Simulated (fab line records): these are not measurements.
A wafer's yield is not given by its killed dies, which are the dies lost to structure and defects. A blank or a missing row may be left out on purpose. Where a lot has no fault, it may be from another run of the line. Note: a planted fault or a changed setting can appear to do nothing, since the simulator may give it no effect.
The tool behind it: which one?	flow sky130	14 lots with 42 wafers sampled at 2 steps, on a route of 708 steps

## WHAT EACH GAUGE READ, for each wafer
Not one reading of a measure or inspect step in the record can be checked against a usual standard deviation.

## EACH LOT AND THE TOOL THAT RAN IT (in order: tool; ch and the chambers of the sampled wafers; start)
lot	SKY_VIA1_STRIP_16	SKY_PAD_OPEN_PROBE_99
L694	plasma-asher-04 ch 0, day 33 16:46	-
L695	plasma-asher-02 ch 0,1, day 34 01:55	-
L696	plasma-asher-02 ch 0,1, day 34 20:50	prober-01, day 46 09:44
L698	plasma-asher-04 ch 0,1, day 35 09:31	-
L699	plasma-asher-02 ch 0,1, day 35 12:25	-
L702	plasma-asher-03 ch 0,1, day 36 13:41	-
L704	plasma-asher-02 ch 0,1, day 37 06:50	prober-01, day 48 07:52
L707	plasma-asher-02 ch 0,1, day 38 01:23	prober-01, day 48 20:31
L706	plasma-asher-02 ch 0,1, day 38 01:59	prober-02, day 48 22:52
L710	plasma-asher-04 ch 0, day 38 22:50	-
L711	plasma-asher-03 ch 0,1, day 39 05:32	-
L712	plasma-asher-03 ch 0,1, day 39 06:25	-
L713	plasma-asher-04 ch 0,1, day 39 22:17	-
L717	plasma-asher-02 ch 0,1, day 41 14:04	-
- SKY_VIA1_STRIP_16: strips in O2/N2.
- SKY_PAD_OPEN_PROBE_99

## WHAT THE TOOLS THEMSELVES READ (means of the sampled wafers that have a number; where no wafer has one, the mark that the record gives instead)
SKY_VIA1_STRIP_16. Usual: drypump-motor-current-A 5.9 A, standard deviation 0.37; o2-flow-sccm 3000 sccm, standard deviation 9; oes-product-au 0.415 a.u., standard deviation 0.0052; strip-time-to-endpoint-s 4.462 s, standard deviation 0.028.
lot	tool	drypump-motor-current-A (A)	o2-flow-sccm (sccm)	oes-product-au (a.u.)	strip-time-to-endpoint-s (s)	flag
L694	plasma-asher-04	6.6	2999	0.418	4.427	
L695	plasma-asher-02	5.8	2991	0.412	4.465	
L696	plasma-asher-02	5.8	2996	0.414	4.466	
L698	plasma-asher-04	6.3	2993	0.418	4.456	
L699	plasma-asher-02	5.6	2992	0.415	4.446	
L702	plasma-asher-03	5.9	3003	0.417	4.445	
L704	plasma-asher-02	5.8	3001	0.411	4.411	
L707	plasma-asher-02	5.7	3004	0.414	4.477	
L706	plasma-asher-02	5.8	2994	0.415	4.481	
L710	plasma-asher-04	6.6	2988	0.419	4.482	
L711	plasma-asher-03	6.1	2996	0.415	4.468	
L712	plasma-asher-03	5.9	3000	0.417	4.455	
L713	plasma-asher-04	6.1	3008	0.415	4.480	
L717	plasma-asher-02	5.6	2998	0.418	4.495	

SKY_PAD_OPEN_PROBE_99. Usual: defect-limited-yield 82.4 %, standard deviation 1.9; killed_at_M0_to_M3 44, standard deviation 7.2; killed_at_M4_up 3.4, standard deviation 2.1; killed-at-contacts 24, standard deviation 5.5; killed-at-front-end 15, standard deviation 4.6; killed-at-other 0.4, standard deviation 0.64; killed-dies 86, standard deviation 9.1; killed-on-rim 17, standard deviation 3.8; killed-open 47, standard deviation 7.5; killed-short 39, standard deviation 5.8; sort_bin_3_pad_short 0.9 %, standard deviation 0.41; sort_bin_5_function 10.4 %, standard deviation 1.5; sort_bin_6_memory 6.3 %, standard deviation 1.2; sort-n-pass 406, standard deviation 9.1; sort-yield-pct 82.4 %, standard deviation 1.9.
lot	tool	defect-limited-yield (%)	killed_at_M0_to_M3	killed_at_M4_up	killed-at-contacts	killed-at-front-end	killed-at-other	killed-dies	killed-on-rim	killed-open	killed-short	sort_bin_3_pad_short (%)	sort_bin_5_function (%)	sort_bin_6_memory (%)	sort-n-pass	sort-yield-pct (%)	flag
L696	prober-01	82.7	42	4.7	25	13	0.0	85	14	46	39	0.9	10.5	5.9	407	82.7	
L704	prober-01	82.9	43	5.7	24	11	0.3	84	14	44	40	0.9	10.1	6.1	408	82.9	
L707	prober-01	74.0	83	3.3	26	14	1.0	128	20	50	39	3.1	15.6	7.2	364	74.0	OFF
L706	prober-02	72.6	96	2.0	21	16	0.0	135	23	52	32	3.7	16.7	7.0	357	72.6	OFF

## THE ANSWER, worked out from the rows above alone
Rule: a lot counts as off when the mean over its wafers that have a number is more than 3 standard deviations away from the usual mean. Also off: a lot with no number at a reading for which 4 or more lots have one. Where the step has rows for the other lots, those lots are counted as sound. Order of review: gauges by route order, followed by the tools' own readings, for which a lot's mean as printed above is used. The first step at which some lot is off is used, and at that step the reading that is off furthest; a lot without a number counts as furthest.
Off: L707, L706, at SKY_PAD_OPEN_PROBE_99 (killed_at_M0_to_M3). Neither off nor sound, because the step has no rows for them: L694, L695, L698, L699, L702, L710, L711, L712, L713, L717.
A tool fits if, at that step or a process step before it, it ran every lot that is off, and no sound lot after the first of them. One fits: SKY_VIA1_STRIP_16 on plasma-asher-02. Its last sound lot is L704 (day 37 06:50), its first lot that is off L707 (day 38 01:23): a fault that began between those two fits.

## WHAT THE SIMULATOR PUT IN
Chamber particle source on plasma-asher-02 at SKY_VIA1_STRIP_16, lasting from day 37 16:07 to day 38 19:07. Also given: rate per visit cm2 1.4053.
Struck lots among those shown: L707, L706. Same finding as the rule above.
